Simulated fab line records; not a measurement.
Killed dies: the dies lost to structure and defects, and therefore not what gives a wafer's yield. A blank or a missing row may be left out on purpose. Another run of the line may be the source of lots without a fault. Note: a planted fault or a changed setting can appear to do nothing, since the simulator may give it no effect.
Matching of chambers :: flow gf180mcu :: GF_SAB_ETCH_11 on rie-diel-04 has 4 sister chambers
The step etches SiO2 in C4F8/O2/Ar, target depth 55 nm, time 8.5 s. 4 wafers are shown with their chamber, then 7 later ones without.

WAFERS, EACH WITH ITS CHAMBER
wafer: L175.1
chamber: 0
oes-product-au (a.u.): 1.023

wafer: L182.6
chamber: 1
oes-product-au (a.u.): 0.989

wafer: L187.1
chamber: 3
oes-product-au (a.u.): 1.000

wafer: L187.2
chamber: 2
oes-product-au (a.u.): 1.002

WAFERS MISSING THEIR CHAMBER
wafer: L187.6
oes-product-au (a.u.): 0.987

wafer: L188.1
oes-product-au (a.u.): 1.020

wafer: L188.2
oes-product-au (a.u.): 1.025

wafer: L188.6
oes-product-au (a.u.): 1.011

wafer: L189.2
oes-product-au (a.u.): 1.010

wafer: L189.5
oes-product-au (a.u.): 1.016

wafer: L189.6
oes-product-au (a.u.): 0.990

THE CHAMBER EACH PASSED THROUGH
wafer: L187.6
from the rows above: can't be placed: 1 or 3
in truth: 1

wafer: L188.1
from the rows above: 0
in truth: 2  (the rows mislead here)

wafer: L188.2
from the rows above: 0
in truth: 0

wafer: L188.6
from the rows above: can't be placed: 2 or 3 or 0
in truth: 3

wafer: L189.2
from the rows above: can't be placed: 2 or 3 or 0
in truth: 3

wafer: L189.5
from the rows above: can't be placed: 0 or 2 or 3
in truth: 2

wafer: L189.6
from the rows above: can't be placed: 1 or 3 or 2
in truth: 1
Correctly placed: 1 of 7. From these rows, 5 cannot be placed; in 5 the true chamber is one of the candidates. Wrongly placed: 1.
How it was worked out, from the rows above alone: a wafer's distance from a chamber is the root of the sum, over the readings, of the square of ((its reading less the chamber's mean) divided by the reading's scatter). If the next closest chamber is less than 2 further off than the closest, the wafer can't be placed; otherwise it belongs to the closest. A chamber's mean is the mean of its shown wafers. The scatter: root of mean squared gap, hidden wafer to nearest shown wafer, with one shown wafer a chamber.
